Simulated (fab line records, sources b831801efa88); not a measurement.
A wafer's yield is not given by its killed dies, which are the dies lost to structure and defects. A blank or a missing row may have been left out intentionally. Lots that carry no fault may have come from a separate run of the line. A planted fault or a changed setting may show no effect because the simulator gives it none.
fab line records    flow gf180mcu
record: lots: 5  wafers: 23
route steps=602 shown STI@2 DNWELL@39 NWELL@44 LVPWELL@56 MVSD@74 VT_IMPLANT@98
start_h: the number of hours between the record's first day and the start of the first shown wafer of the lot    wait_h: time in hours since the lot's previous step    " repeats the value in the row above    L1.1+2: a single row standing in for several wafers    - no value, or no start was given    * or withheld: withheld    < > ~ a bound
route shown NAME@n: a module of which the file shows steps, and the number in the route of the first    usual: mean and standard deviation over wafers with no fault    same: alike in all rows    chamber/n: place in a boat    sites: readings site by site    _std_site: their standard deviation    _edge_site: the outer-site mean with the inner-site mean subtracted    radius_mm: for every site, how far away it sits from the centre of the wafer    mask NAME#n: copy n    behind: the tool/chamber that last shaped the wafer    hold: cause of the lot's hold/its duration in hours/its outcome    device: which transistor (n, p or np) failed to switch    end of line: tests of these same wafers at the route's end    a step without rows: its recipe alone    killed: count of dies lost to structure and defects at first sort (not the wafer's yield)    map: per-die view of a wafer (x killed, . not killed, _ where there is no die)
set.NAME: the setting the step ran with; set.NAME@STEP: the setting that earlier step ran with    model.NAME: the simulator's own value behind a step, which no gauge read
lots where settings were altered on purpose, with a table for each step and a row for each wafer
== steps ==
step: GF_STI_OXIDATION_01
recipe: temp_c: 900  ambient: O2  stabilise_s: 600  purge_s: 300  target_thk_a: 100  ox_time_s: 1418
lot.wafer  tool        chamber  start_h  wait_h  set.ox_time_s  model.SiO2_of_STI_OXIDATION_01.thk_nm
L076.1     -           -        -        2.2     1231           9.219
L076.2     "           -        "        "       1231           9.166
L076.3     "           -        "        "       1231           9.26
L076.4     "           -        "        "       1231           9.15
L076.6     "           -        "        "       1231           9.195
L079.2     furnace-02  0        37.44    2.4     1418           9.835
L079.4     "           0        "        "       1418           9.814
L079.5     "           0        "        "       1418           9.891
L080.1     -           -        -        4.4     1509           10.47
L080.2     "           -        "        "       1509           10.35
L080.3     "           -        "        "       1509           10.39
L080.5     "           -        "        "       1509           10.49
L080.6     "           -        "        "       1509           10.46
L081.1     -           -        -        3.5     1522           10.5
L081.2+3   "           -        "        "       1522           10.55
L081.4     "           -        "        "       1522           10.63
L081.6     "           -        "        "       1522           10.42
L083.1     -           -        -        1.7     1418           10.13
L083.2     "           -        "        "       1418           10.17
L083.4     "           -        "        "       1418           10.11
L083.5     "           -        "        "       1418           10
L083.6     "           -        "        "       1418           10.18
step: GF_STI_THK_MEAS_02
recipe: reads: SiO2_of_STI_OXIDATION_01
usual: STI_OXIDATION_THK: 10.07/0.12
lot.wafer  tool           chamber  start_h  wait_h  set.ox_time_s@STI_OXIDATION_01  STI_OXIDATION_THK[nm]
L076.1     film_metro-04  -        -        -       1231                            9.21
L076.2     "              -        "        "       1231                            9.13
L076.3     "              -        "        "       1231                            9.25
L076.4     "              -        "        "       1231                            9.14
L076.6     "              -        "        "       1231                            9.20
L079.2     film_metro-03  -        38.84    0.0     1418                            9.87
L079.4     "              -        "        "       1418                            9.82
L079.5     "              -        "        "       1418                            9.86
L080.1     film_metro-01  -        -        -       1509                            10.51
L080.2     "              -        "        "       1509                            10.39
L080.3     "              -        "        "       1509                            10.39
L080.5     "              -        "        "       1509                            10.51
L080.6     "              -        "        "       1509                            10.44
L081.1     film_metro-04  -        -        -       1522                            10.49
L081.2     "              -        "        "       1522                            10.59
L081.3     "              -        "        "       1522                            10.58
L081.4     "              -        "        "       1522                            10.57
L081.6     "              -        "        "       1522                            10.42
L083.1     film_metro-04  -        -        -       1418                            10.10
L083.2     "              -        "        "       1418                            10.14
L083.4     "              -        "        "       1418                            10.10
L083.5     "              -        "        "       1418                            10.02
L083.6     "              -        "        "       1418                            10.17
step: GF_STI_WET_ETCH_17
recipe: chemistry: H3PO4  target_depth_nm: 45  temp_c: 160  target: Si3N4  time_s: 514
lot.wafer  tool          chamber  start_h  wait_h  set.time_s  model.Si3N4_of_STI_CVD_03.thk_nm
L076.1     -             -        -        0.0     514         159.6
L076.2     "             -        "        "       514         159.9
L076.3     "             -        "        "       514         159
L076.4     "             -        "        "       514         159.4
L076.6     "             -        "        "       514         161.1
L079.2     wet_bench-04  0        52.10    0.0     514         161.5
L079.4     "             0        "        "       514         160.5
L079.5     "             0        "        "       514         160
L080.1     -             -        -        0.0     454.1       170.5
L080.2     "             -        "        "       454.1       170.8
L080.3     "             -        "        "       454.1       170
L080.5     "             -        "        "       454.1       170.7
L080.6     "             -        "        "       454.1       169.7
L081.1     -             -        -        0.0     514         163.2
L081.2+3   "             -        "        "       514         162.3
L081.4     "             -        "        "       514         162.7
L081.6     "             -        "        "       514         163.9
L083.1     -             -        -        0.0     584.3       158.8
L083.2     "             -        "        "       584.3       157
L083.4     "             -        "        "       584.3       156.9
L083.5     "             -        "        "       584.3       159
L083.6     "             -        "        "       584.3       159.3
step: GF_STI_WET_ETCH_26
recipe: chemistry: dHF  target_depth_nm: 94  target: SiO2  temp_c: 25  dilution: 10:1  time_s: 188
lot.wafer  tool          chamber  start_h  wait_h  set.time_s  model.SiO2_of_STI_CVD_23.thk_nm
L076.1     -             -        -        0.2     211.3       419.2
L076.2     "             -        "        "       211.3       418.2
L076.3     "             -        "        "       211.3       420.9
L076.4     "             -        "        "       211.3       419.7
L076.6     "             -        "        "       211.3       420.1
L079.2     wet_bench-04  0        54.44    0.1     188         430.9
L079.4     "             0        "        "       188         432.4
L079.5     "             0        "        "       188         432.2
L080.1     -             -        -        0.1     208         419.1
L080.2     "             -        "        "       208         420.5
L080.3     "             -        "        "       208         419.3
L080.5     "             -        "        "       208         417.2
L080.6     "             -        "        "       208         418.8
L081.1     -             -        -        0.1     160.3       443.5
L081.2     "             -        "        "       160.3       444.7
L081.3     "             -        "        "       160.3       443.3
L081.4     "             -        "        "       160.3       446
L081.6     "             -        "        "       160.3       444.6
L083.1+5   -             -        -        0.2     173.2       437.8
L083.2     "             -        "        "       173.2       438.5
L083.4     "             -        "        "       173.2       438
L083.6     "             -        "        "       173.2       438.8
step: GF_DNWELL_IMPLANT_07
recipe: species: P  energy_kev: 1500  dose_cm2: 1e+13  tilt_deg: 0
lot.wafer   tool          chamber  start_h  wait_h  set.dose_cm2
L076.1+3+6  implanter-01  0        63.39    -       1e+13
L076.2+4    "             0        "        "       1.066e+13
L079.2+4+5  implanter-03  0        74.87    -       1e+13
L081.1+4    implanter-02  0        83.79    -       1e+13
L081.2+3+6  "             0        "        "       9.604e+12
L080.1+6    implanter-01  0        84.14    -       1.042e+13
L080.2+3+5  "             0        "        "       1e+13
L083.1+2+4  implanter-03  0        93.28    -       1e+13
L083.5+6    "             0        "        "       1.037e+13
step: GF_DNWELL_STRIP_08
recipe: chemistry: O2/N2  power_w: 1400  pressure_mtorr: 1500  platen_temp_c: 250  o2_flow_sccm: 3000  n2_flow_sccm: 300  overash_fraction: 0.5
step: GF_DNWELL_TW_MEAS_09
usual: DNWELL_TW: 1359/7.9
lot.wafer  tool           chamber  start_h  wait_h  set.dose_cm2@DNWELL_IMPLANT_07  DNWELL_TW
L076.1     film_metro-04  -        63.64    0.1     1e+13                           1343
L076.2     "              -        "        "       1.066e+13                       1370
L076.3     "              -        "        "       1e+13                           1342
L076.4     "              -        "        "       1.066e+13                       1371
L076.6     "              -        "        "       1e+13                           1343
L079.2     film_metro-02  -        75.10    0.1     1e+13                           1360
L079.4     "              -        "        "       1e+13                           1358
L079.5     "              -        "        "       1e+13                           1361
L081.1     film_metro-03  -        84.04    0.1     1e+13                           1359
L081.2     "              -        "        "       9.604e+12                       1337
L081.3     "              -        "        "       9.604e+12                       1340
L081.4     "              -        "        "       1e+13                           1354
L081.6     "              -        "        "       9.604e+12                       1346
L080.1     film_metro-02  -        84.39    0.1     1.042e+13                       1379
L080.2     "              -        "        "       1e+13                           1354
L080.3     "              -        "        "       1e+13                           1362
L080.5     "              -        "        "       1e+13                           1357
L080.6     "              -        "        "       1.042e+13                       1379
L083.1     film_metro-03  -        93.53    0.1     1e+13                           1370
L083.2     "              -        "        "       1e+13                           1363
L083.4     "              -        "        "       1e+13                           1363
L083.5     "              -        "        "       1.037e+13                       1383
L083.6     "              -        "        "       1.037e+13                       1381
step: GF_NWELL_COAT_02
recipe: spin_rpm: 2000  resist_thk_nm: 3000
lot.wafer  tool            chamber  start_h  wait_h  set.spin_rpm  model.coat_of_NWELL_COAT_02.thk_nm
L076.1     litho_track-02  0        69.64    0.1     2000          3020
L076.2     "               0        "        "       2000          3012
L076.3     "               0        "        "       1960          3051
L076.4     "               0        "        "       2000          3027
L076.6     "               0        "        "       1960          3046
L079.2     litho_track-03  0        81.03    0.1     2000          3004
L079.4     "               0        "        "       2000          3009
L079.5     "               0        "        "       2000          3003
L081.1     litho_track-04  0        90.02    0.1     1935          3056
L081.2     "               0        "        "       1935          3057
L081.3     "               0        "        "       1935          3044
L081.4     "               0        "        "       2000          2997
L081.6     "               0        "        "       2000          2994
L080.1     litho_track-03  0        90.91    0.1     2000          2994
L080.2+6   "               0        "        "       2000          2992
L080.3     "               0        "        "       2116          2911
L080.5     "               0        "        "       2116          2907
L083.1     litho_track-02  0        99.84    0.1     2150          2912
L083.2+5   "               0        "        "       2000          3020
L083.4+6   "               0        "        "       2150          2908
step: GF_NWELL_SOFTBAKE_03
recipe: temp_c: 110  time_s: withheld
step: GF_NWELL_EXPOSE_04
recipe: mask_id: Nwell  target_cd_nm: 860  na: 0.6  source_shape: conventional  sigma_outer: 0.6  dose_mj: 260
step: GF_NWELL_PEB_05
recipe: temp_c: 115  time_s: withheld
step: GF_NWELL_DEVELOP_06
recipe: wall_angle_deg: 90  develop_time_s: 58.02  dev_temp_c: 23
lot.wafer  tool            chamber  start_h  wait_h  set.spin_rpm@NWELL_COAT_02  model.NWELL.cd_nm
L076.1     litho_track-02  0        -        -       2000                        840.8
L076.2     "               0        "        "       2000                        842.2
L076.3     "               0        "        "       1960                        841.4
L076.4     "               0        "        "       2000                        841.1
L076.6     "               0        "        "       1960                        840.4
L079.2+4   litho_track-02  0        -        -       2000                        854.9
L079.5     "               0        "        "       2000                        853
L081.1     litho_track-04  0        -        -       1935                        838.4
L081.2     "               0        "        "       1935                        839.3
L081.3     "               0        "        "       1935                        841.3
L081.4     "               0        "        "       2000                        843.5
L081.6     "               0        "        "       2000                        841.3
L080.1     litho_track-02  0        -        -       2000                        851.6
L080.2     "               0        "        "       2000                        850.5
L080.3     "               0        "        "       2116                        855.7
L080.5     "               0        "        "       2116                        857
L080.6     "               0        "        "       2000                        851.7
L083.1     litho_track-02  0        -        -       2150                        855.7
L083.2     "               0        "        "       2000                        847.2
L083.4     "               0        "        "       2150                        855
L083.5     "               0        "        "       2000                        848.7
L083.6     "               0        "        "       2150                        854.1
step: GF_NWELL_IMPLANT_08
recipe: species: P  energy_kev: 450  dose_cm2: 1.5e+13  tilt_deg: 0
step: GF_NWELL_IMPLANT_09
recipe: species: P  energy_kev: 160  dose_cm2: 4e+12  tilt_deg: 0
step: GF_NWELL_STRIP_10
recipe: chemistry: O2/N2  power_w: 1400  pressure_mtorr: 1500  platen_temp_c: 250  o2_flow_sccm: 3000  n2_flow_sccm: 300  overash_fraction: 0.5
usual: strip_time_to_endpoint_s: 37.03/0.13
lot.wafer  tool             chamber  start_h  wait_h  set.spin_rpm@NWELL_COAT_02  strip_time_to_endpoint_s
L076.1     plasma_asher-02  1        76.13    0.1     2000                        37.20
L076.2     "                0        "        "       2000                        37.08
L076.3     "                1        "        "       1960                        37.53
L076.4     "                0        "        "       2000                        37.27
L076.6     "                1        "        "       1960                        37.49
L079.2     plasma_asher-01  0        88.63    0.1     2000                        36.99
L079.4     "                1        "        "       2000                        37.06
L079.5     "                1        "        "       2000                        36.99
L081.1     plasma_asher-01  0        97.46    0.1     1935                        37.56
L081.2     "                1        "        "       1935                        37.59
L081.3     "                1        "        "       1935                        37.47
L081.4     "                0        "        "       2000                        36.92
L081.6     "                0        "        "       2000                        36.87
L080.1     plasma_asher-01  1        98.28    0.1     2000                        36.89
L080.2     "                0        "        "       2000                        36.86
L080.3     "                1        "        "       2116                        35.93
L080.5     "                1        "        "       2116                        35.89
L080.6     "                0        "        "       2000                        36.86
L083.1     plasma_asher-01  0        106.78   0.1     2150                        35.96
L083.2     "                1        "        "       2000                        37.19
L083.4     "                1        "        "       2150                        35.90
L083.5     "                0        "        "       2000                        37.18
L083.6     "                1        "        "       2150                        35.90
step: GF_LVPWELL_COAT_02
recipe: spin_rpm: 2000  resist_thk_nm: 3000
lot.wafer  tool            chamber  start_h  wait_h  set.resist_thk_nm  model.coat_of_LVPWELL_COAT_02.thk_nm
L076.1     litho_track-01  0        81.83    0.1     3080               3093
L076.2     "               0        "        "       3000               2999
L076.3+4   "               0        "        "       3000               3004
L076.6     "               0        "        "       3080               3087
L079.2     litho_track-01  0        94.90    0.1     3000               2993
L079.4     "               0        "        "       3000               2996
L079.5     "               0        "        "       3000               3000
L081.1     litho_track-04  0        103.17   0.1     3000               3007
L081.2     "               0        "        "       3000               3014
L081.3+4   "               0        "        "       2899               2910
L081.6     "               0        "        "       3000               3013
L080.1     litho_track-02  0        103.94   0.1     3000               2983
L080.2     "               0        "        "       3000               2988
L080.3     "               0        "        "       3000               2987
L080.5     "               0        "        "       3000               2994
L080.6     "               0        "        "       3000               2991
L083.1     litho_track-02  0        114.34   0.1     3064               3041
L083.2+4   "               0        "        "       3000               2991
L083.5     "               0        "        "       3064               3052
L083.6     "               0        "        "       3064               3058
step: GF_LVPWELL_EXPOSE_04
recipe: mask_id: LVPWELL  target_cd_nm: 600  na: 0.6  source_shape: conventional  sigma_outer: 0.6  dose_mj: 260
lot.wafer   tool              chamber  start_h  wait_h  mask       set.dose_mj
L076.1+2+6  iline_stepper-01  0        -        -       LVPWELL#0  260
L076.3+4    "                 0        "        "       LVPWELL#0  278.3
L079.2+4+5  iline_stepper-02  0        -        -       LVPWELL#0  260
L081.1+3+6  iline_stepper-02  0        -        -       LVPWELL#0  275
L081.2+4    "                 0        "        "       LVPWELL#0  260
L080.1+2    iline_stepper-02  0        -        -       LVPWELL#0  260
L080.3+5+6  "                 0        "        "       LVPWELL#0  266
L083.1+2    iline_stepper-02  0        -        -       LVPWELL#0  277.3
L083.4+5+6  "                 0        "        "       LVPWELL#0  260
step: GF_LVPWELL_PEB_05
recipe: temp_c: 115  time_s: withheld
step: GF_LVPWELL_DEVELOP_06
recipe: wall_angle_deg: 90  develop_time_s: 60  dev_temp_c: 23
step: GF_LVPWELL_IMPLANT_08
recipe: species: B  energy_kev: 170  dose_cm2: 1.5e+13  tilt_deg: 0
step: GF_LVPWELL_IMPLANT_09
recipe: species: B  energy_kev: 60  dose_cm2: 5e+12  tilt_deg: 0
step: GF_LVPWELL_STRIP_10
recipe: chemistry: O2/N2  power_w: 1400  pressure_mtorr: 1500  platen_temp_c: 250  o2_flow_sccm: 3000  n2_flow_sccm: 300  overash_fraction: 0.5
usual: strip_time_to_endpoint_s: 36.98/0.15
lot.wafer  tool             chamber  start_h  wait_h  set.resist_thk_nm@LVPWELL_COAT_02  strip_time_to_endpoint_s
L076.1     plasma_asher-01  0        89.06    0.1     3080                               38.02
L076.2     "                1        "        "       3000                               36.94
L076.3     "                0        "        "       3000                               36.99
L076.4     "                1        "        "       3000                               37.00
L076.6     "                1        "        "       3080                               37.93
L079.2     plasma_asher-02  0        102.43   0.1     3000                               36.86
L079.4     "                0        "        "       3000                               36.89
L079.5     "                1        "        "       3000                               36.95
L081.1     plasma_asher-04  1        109.96   0.1     3000                               37.05
L081.2     "                0        "        "       3000                               37.11
L081.3     "                1        "        "       2899                               35.94
L081.4     "                0        "        "       2899                               35.93
L081.6     "                0        "        "       3000                               37.11
L080.1     plasma_asher-04  0        111.51   0.1     3000                               36.76
L080.2     "                1        "        "       3000                               36.80
L080.3     "                0        "        "       3000                               36.81
L080.5     "                1        "        "       3000                               36.88
L080.6     "                0        "        "       3000                               36.84
L083.1     plasma_asher-02  0        121.61   0.1     3064                               37.45
L083.2     "                1        "        "       3000                               36.85
L083.4     "                1        "        "       3000                               36.84
L083.5     "                0        "        "       3064                               37.53
L083.6     "                1        "        "       3064                               37.59
step: GF_MVSD_IMPLANT_08
recipe: species: P  energy_kev: 400  dose_cm2: 1.6e+13  tilt_deg: 0
lot.wafer       tool          chamber  start_h  wait_h  set.dose_cm2
L076.1+4        implanter-03  0        102.91   0.0     1.6e+13
L076.2+3+6      "             0        "        "       1.854e+13
L079.2+4+5      implanter-04  0        116.44   0.0     1.6e+13
L081.1+2+3+4+6  implanter-01  0        124.76   0.0     1.6e+13
L080.1+3+5      implanter-03  0        125.81   0.0     1.372e+13
L080.2+6        "             0        "        "       1.6e+13
L083.1+5        implanter-01  0        136.91   0.0     1.6e+13
L083.2+4+6      "             0        "        "       1.391e+13
step: GF_MVSD_IMPLANT_09
recipe: species: P  energy_kev: 100  dose_cm2: 5e+12  tilt_deg: 0
step: GF_MVSD_STRIP_10
recipe: chemistry: O2/N2  power_w: 1400  pressure_mtorr: 1500  platen_temp_c: 250  o2_flow_sccm: 3000  n2_flow_sccm: 300  overash_fraction: 0.5
step: GF_MVSD_TW_MEAS_11
usual: MVSD_TW: 1579/9.5
lot.wafer  tool           chamber  start_h  wait_h  set.dose_cm2@MVSD_IMPLANT_08  MVSD_TW
L076.1     film_metro-01  -        103.31   0.1     1.6e+13                       1582
L076.2     "              -        "        "       1.854e+13                     1654
L076.3     "              -        "        "       1.854e+13                     1654
L076.4     "              -        "        "       1.6e+13                       1589
L076.6     "              -        "        "       1.854e+13                     1650
L079.2     film_metro-01  -        116.82   0.1     1.6e+13                       1580
L079.4     "              -        "        "       1.6e+13                       1585
L079.5     "              -        "        "       1.6e+13                       1584
L081.1     film_metro-02  -        125.16   0.1     1.6e+13                       1593
L081.2     "              -        "        "       1.6e+13                       1586
L081.3     "              -        "        "       1.6e+13                       1593
L081.4     "              -        "        "       1.6e+13                       1588
L081.6     "              -        "        "       1.6e+13                       1598
L080.1     film_metro-01  -        126.21   0.1     1.372e+13                     1503
L080.2     "              -        "        "       1.6e+13                       1569
L080.3     "              -        "        "       1.372e+13                     1505
L080.5     "              -        "        "       1.372e+13                     1500
L080.6     "              -        "        "       1.6e+13                       1562
L083.1     film_metro-02  -        137.31   0.1     1.6e+13                       1588
L083.2     "              -        "        "       1.391e+13                     1523
L083.4     "              -        "        "       1.391e+13                     1523
L083.5     "              -        "        "       1.6e+13                       1585
L083.6     "              -        "        "       1.391e+13                     1530
step: GF_VT_IMPLANT_IMPLANT_08
recipe: species: BF2  energy_kev: 20  dose_cm2: 8.29e+12  tilt_deg: 7
lot.wafer   tool          chamber  start_h  wait_h  set.energy_kev  model.implant.rp_nm  model.implant.drp_nm
L076.1+3    implanter-02  0        132.66   0.0     21.15           17.98                10.14
L076.2+4+6  "             0        "        "       20              17.21                9.752
L079.2+4+5  implanter-02  0        147.70   0.0     20              17.22                9.752
L081.1+3+4  implanter-04  0        156.14   0.0     20.78           17.67                10.02
L081.2+6    "             0        "        "       20              17.15                9.752
L080.1+5    implanter-03  0        157.09   0.0     20              16.75                9.752
L080.2+3+6  "             0        "        "       18.92           16.04                9.379
L083.1+2+5  implanter-03  0        169.58   0.0     18.85           16.63                9.354
L083.4+6    "             0        "        "       20              17.42                9.752
step: GF_VT_IMPLANT_STRIP_09
recipe: chemistry: O2/N2  power_w: 1400  pressure_mtorr: 1500  platen_temp_c: 250  o2_flow_sccm: 3000  n2_flow_sccm: 300  overash_fraction: 0.5
step: GF_VT_IMPLANT_TW_MEAS_10
usual: VT_IMPLANT_TW: 567/3.7
lot.wafer  tool           chamber  start_h  wait_h  set.energy_kev@VT_IMPLANT_IMPLANT_08  VT_IMPLANT_TW
L076.1     film_metro-03  -        132.91   0.1     21.15                                 576
L076.2     "              -        "        "       20                                    567
L076.3     "              -        "        "       21.15                                 578
L076.4     "              -        "        "       20                                    575
L076.6     "              -        "        "       20                                    573
L079.2     film_metro-01  -        147.94   0.1     20                                    560
L079.4     "              -        "        "       20                                    565
L079.5     "              -        "        "       20                                    561
L081.1     film_metro-03  -        156.39   0.1     20.78                                 572
L081.2     "              -        "        "       20                                    568
L081.3     "              -        "        "       20.78                                 572
L081.4     "              -        "        "       20.78                                 570
L081.6     "              -        "        "       20                                    565
L080.1     film_metro-03  -        157.34   0.1     20                                    569
L080.2     "              -        "        "       18.92                                 558
L080.3     "              -        "        "       18.92                                 561
L080.5     "              -        "        "       20                                    569
L080.6     "              -        "        "       18.92                                 560
L083.1     film_metro-02  -        169.83   0.1     18.85                                 556
L083.2     "              -        "        "       18.85                                 561
L083.4     "              -        "        "       20                                    570
L083.5     "              -        "        "       18.85                                 560
L083.6     "              -        "        "       20                                    568
step: GF_VT_IMPLANT_IMPLANT_41
recipe: species: As  energy_kev: 70  dose_cm2: 1.013e+12  tilt_deg: 7
lot.wafer   tool          chamber  start_h  wait_h  set.energy_kev  model.implant.rp_nm  model.implant.drp_nm
L076.1+4+6  implanter-02  0        179.96   0.0     70              43.67                18.17
L076.2+3    "             0        "        "       66.1            41.59                17.39
L079.2+4+5  implanter-02  0        197.17   0.0     70              42.23                18.17
L081.1+4+6  implanter-04  0        205.64   0.0     70              41.47                18.17
L081.2+3    "             0        "        "       66.03           39.46                17.38
L080.1+3    implanter-04  0        206.51   0.0     70              41.84                18.17
L080.2+5+6  "             0        "        "       73.31           43.53                18.84
L083.1+4    implanter-02  0        220.81   0.0     66.83           40.95                17.54
L083.2+5+6  "             0        "        "       70              42.6                 18.17
step: GF_VT_IMPLANT_STRIP_42
recipe: chemistry: O2/N2  power_w: 1400  pressure_mtorr: 1500  platen_temp_c: 250  o2_flow_sccm: 3000  n2_flow_sccm: 300  overash_fraction: 0.5
step: GF_VT_IMPLANT_TW_MEAS_43
usual: VT_IMPLANT_4_TW: 692/4.4
lot.wafer  tool           chamber  start_h  wait_h  set.energy_kev@VT_IMPLANT_IMPLANT_41  VT_IMPLANT_4_TW
L076.1     film_metro-03  -        180.21   0.1     70                                    699
L076.2     "              -        "        "       66.1                                  687
L076.3     "              -        "        "       66.1                                  685
L076.4     "              -        "        "       70                                    697
L076.6     "              -        "        "       70                                    697
L079.2     film_metro-02  -        197.40   0.1     70                                    696
L079.4     "              -        "        "       70                                    700
L079.5     "              -        "        "       70                                    695
L081.1     film_metro-01  -        205.89   0.1     70                                    687
L081.2     "              -        "        "       66.03                                 679
L081.3     "              -        "        "       66.03                                 678
L081.4     "              -        "        "       70                                    692
L081.6     "              -        "        "       70                                    691
L080.1     film_metro-03  -        206.76   0.1     70                                    696
L080.2     "              -        "        "       73.31                                 705
L080.3     "              -        "        "       70                                    697
L080.5     "              -        "        "       73.31                                 705
L080.6     "              -        "        "       73.31                                 704
L083.1     film_metro-03  -        221.06   0.1     66.83                                 685
L083.2     "              -        "        "       70                                    695
L083.4     "              -        "        "       66.83                                 685
L083.5     "              -        "        "       70                                    693
L083.6     "              -        "        "       70                                    693
== key ==
split: step: GF_STI_OXIDATION_01  setting: ox_time_s  stated: 1418  by: lot
response: step: GF_STI_OXIDATION_01  reading: model.SiO2_of_STI_OXIDATION_01.thk_nm  change: +0.0641  per: 1%  r: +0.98
response: step: GF_STI_THK_MEAS_02  reading: STI_OXIDATION_THK  change: +0.065  per: 1%  r: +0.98
split: step: GF_STI_WET_ETCH_17  setting: time_s  stated: 514  by: lot
response: step: GF_STI_WET_ETCH_17  reading: model.Si3N4_of_STI_CVD_03.thk_nm  change: -0.465  per: 1%  r: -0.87
split: step: GF_STI_WET_ETCH_26  setting: time_s  stated: 188  by: lot
response: step: GF_STI_WET_ETCH_26  reading: model.SiO2_of_STI_CVD_23.thk_nm  change: -0.959  per: 1%  r: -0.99
split: step: GF_DNWELL_IMPLANT_07  setting: dose_cm2  stated: 1e+13  by: wafer
response: step: GF_DNWELL_TW_MEAS_09  reading: DNWELL_TW  change: +4.38  per: 1%  r: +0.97
split: step: GF_NWELL_COAT_02  setting: spin_rpm  stated: 2000  by: wafer
response: step: GF_NWELL_COAT_02  reading: model.coat_of_NWELL_COAT_02.thk_nm  change: -14.9  per: 1%  r: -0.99
response: step: GF_NWELL_DEVELOP_06  reading: model.NWELL.cd_nm  change: +0.88  per: 1%  r: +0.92
response: step: GF_NWELL_STRIP_10  reading: strip_time_to_endpoint_s  change: *  per: 1%  r: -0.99
split: step: GF_LVPWELL_COAT_02  setting: resist_thk_nm  stated: 3000  by: wafer
response: step: GF_LVPWELL_COAT_02  reading: model.coat_of_LVPWELL_COAT_02.thk_nm  change: +30.5  per: 1%  r: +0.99
response: step: GF_LVPWELL_STRIP_10  reading: strip_time_to_endpoint_s  change: *  per: 1%  r: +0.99
split: step: GF_LVPWELL_EXPOSE_04  setting: dose_mj  stated: 260  by: wafer
response none clear
split: step: GF_MVSD_IMPLANT_08  setting: dose_cm2  stated: 1.6e+13  by: wafer
response: step: GF_MVSD_TW_MEAS_11  reading: MVSD_TW  change: +4.41  per: 1%  r: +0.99
split: step: GF_VT_IMPLANT_IMPLANT_08  setting: energy_kev  stated: 20  by: wafer
response: step: GF_VT_IMPLANT_IMPLANT_08  reading: model.implant.rp_nm  change: +0.134  per: 1%  r: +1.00
response: step: GF_VT_IMPLANT_IMPLANT_08  reading: model.implant.drp_nm  change: +0.0686  per: 1%  r: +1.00
response: step: GF_VT_IMPLANT_TW_MEAS_10  reading: VT_IMPLANT_TW  change: +1.45  per: 1%  r: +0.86
split: step: GF_VT_IMPLANT_IMPLANT_41  setting: energy_kev  stated: 70  by: wafer
response: step: GF_VT_IMPLANT_IMPLANT_41  reading: model.implant.rp_nm  change: +0.362  per: 1%  r: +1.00
response: step: GF_VT_IMPLANT_IMPLANT_41  reading: model.implant.drp_nm  change: +0.141  per: 1%  r: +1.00
response: step: GF_VT_IMPLANT_TW_MEAS_43  reading: VT_IMPLANT_4_TW  change: +1.95  per: 1%  r: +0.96
